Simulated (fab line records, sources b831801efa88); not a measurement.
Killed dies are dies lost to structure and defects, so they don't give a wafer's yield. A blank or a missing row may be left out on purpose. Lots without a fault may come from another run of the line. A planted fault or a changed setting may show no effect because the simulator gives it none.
One fault seen from 2 desks | flow gf180mcu | each desk has only its own numbers; what lay behind them comes last

THE TOOL OWNER'S DESK: plasma_asher-04
The tool's own readings at GF_VT_IMPLANT_STRIP_31 (strips in O2/N2): means of the sampled wafers that have a number, for each lot that ran on this tool. A lot is out of limits, marked OUT, if its mean lies more than 4 standard deviations from the usual mean; the brackets give that distance.
Columns: A = chamber_pressure_mTorr at GF_VT_IMPLANT_STRIP_31, usual 1499 mTorr; B = drypump_motor_current_A at GF_VT_IMPLANT_STRIP_31, usual 5.6 A; C = heater_power_w at GF_VT_IMPLANT_STRIP_31, usual 314 W; D = n2_flow_sccm at GF_VT_IMPLANT_STRIP_31, usual 300.0 sccm; E = oes_product_au at GF_VT_IMPLANT_STRIP_31, usual 0.716 a.u.; F = strip_time_to_endpoint_s at GF_VT_IMPLANT_STRIP_31, usual 12.64 s
lot  | first seen here | A    | B   | C   | D     | E               | F
L989 | day 8 04:28     | 1499 | 5.7 | 290 | 300.3 | 0.720           | 12.63
L991 | day 8 17:40     | 1500 | 5.2 | 294 | 300.7 | 0.721           | 12.66
L994 | day 9 13:49     | 1500 | 5.2 | 286 | 300.6 | 0.716           | 12.63
L103 | day 12 01:00    | 1499 | 5.7 | 289 | 299.6 | 0.935 (+52) OUT | -
This desk's finding: out of limits on L103; first on L103, day 12 01:00 (oes_product_au at GF_VT_IMPLANT_STRIP_31). In limits: L989, L991, L994.

THE METROLOGY DESK
What the gauges read, lot by lot, whatever tool the lot ran on: means of the sampled wafers that have a number. A lot is out of limits, marked OUT, if its mean lies more than 4 standard deviations from the usual mean; the brackets give that distance.
Columns: A = INCOMING_BOW at GF_STI_BOW_MEAS_00, usual 0 um; B = VT_IMPLANT_4_TW at GF_VT_IMPLANT_TW_MEAS_43, usual 695
lot  | first seen here | A  | B
L986 | day 1 20:00     | -4 | 689
L989 | day 2 11:01     | 4  | 712
L990 | day 2 16:00     | 3  | 686
L991 | day 2 21:00     | -1 | 688
L992 | day 3 02:01     | 6  | 689
L993 | day 3 07:00     | -5 | 694
L994 | day 3 12:00     | -2 | 712
L103 | day 5 09:04     | -3 | 30 (-55) OUT
L106 | day 6 00:01     | 6  | 693
L107 | day 6 05:00     | 5  | 696
This desk's finding: out of limits on L103; first on L103, day 12 20:41 (VT_IMPLANT_4_TW at GF_VT_IMPLANT_TW_MEAS_43). In limits: L986, L989, L990, L991, L992, L993, L994, L106, L107.

PUT TOGETHER
The tool owner's desk could have raised an alarm at day 12 01:00, on L103.
The metrology desk could have raised an alarm at day 12 20:41, on L103.
Of the lots named, all ran GF_VT_IMPLANT_STRIP_31 on plasma_asher-04.

WHAT THE SIMULATOR HAD PUT IN
Strip aborted: plasma_asher-04, from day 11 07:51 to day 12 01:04, at GF_VT_IMPLANT_STRIP_31. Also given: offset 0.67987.
Lots struck among those shown: L103.
Hours from the fault's start to each desk's first reading out of limits: the tool owner's desk, 17; the metrology desk, 37.
